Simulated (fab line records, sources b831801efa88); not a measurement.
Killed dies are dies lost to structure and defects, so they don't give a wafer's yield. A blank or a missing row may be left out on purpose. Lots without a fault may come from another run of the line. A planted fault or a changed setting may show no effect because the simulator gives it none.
Chamber matching | flow gf180mcu | GF_STI_CMP_25 on cmp-02: 4 sister chambers
The step polishes, stops on Si3N4, t overpolish 33 s, target thk 524.6 nm. 8 wafers are shown with their chamber, then 7 later ones without.

WAFERS WITH THEIR CHAMBER
wafer  | chamber | motor_current_A (A) | overpolish_run_s (s)
L983.3 | 0       | 11.9                | 32.987
L983.6 | 3       | 11.6                | 33.000
L984.3 | 0       | 11.7                | 32.982
L984.5 | 3       | 11.5                | 33.007
L992.4 | 2       | 12.3                | 33.011
L992.5 | 1       | 13.4                | 32.989
L994.2 | 2       | 12.2                | 33.000
L994.4 | 1       | 13.0                | 33.000

WAFERS WITHOUT THEIR CHAMBER
wafer  | motor_current_A (A) | overpolish_run_s (s)
L994.5 | 11.5                | 33.005
L996.1 | 12.0                | 33.004
L996.4 | 11.6                | 33.015
L996.5 | 11.9                | 33.003
L998.2 | 12.0                | 33.006
L998.3 | 11.5                | 32.994
L998.6 | 11.6                | 33.013

WHICH CHAMBER EACH WENT THROUGH
wafer  | from the rows above          | in truth
L994.5 | 3                            | 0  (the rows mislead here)
L996.1 | can't be placed: 2 or 3 or 0 | 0
L996.4 | 3                            | 3
L996.5 | can't be placed: 3 or 2 or 0 | 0
L998.2 | can't be placed: 2 or 3      | 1
L998.3 | can't be placed: 3 or 0      | 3
L998.6 | 3                            | 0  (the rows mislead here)
Placed correctly: 1 of 7. Can't be placed from these rows: 4 (the true chamber is among the candidates in 3). Placed wrongly: 2.
How it was worked out, from the rows above alone: a wafer's distance from a chamber is the root of the sum, over the readings, of the square of ((its reading less the chamber's mean) divided by the reading's scatter). The wafer belongs to the nearest chamber; if the next one is less than 2 further off, it can't be placed. A chamber's mean is the mean of its shown wafers. The scatter: the root of (the sum of the squares of (reading less its chamber's mean) over the shown wafers, divided by (wafers less chambers)).
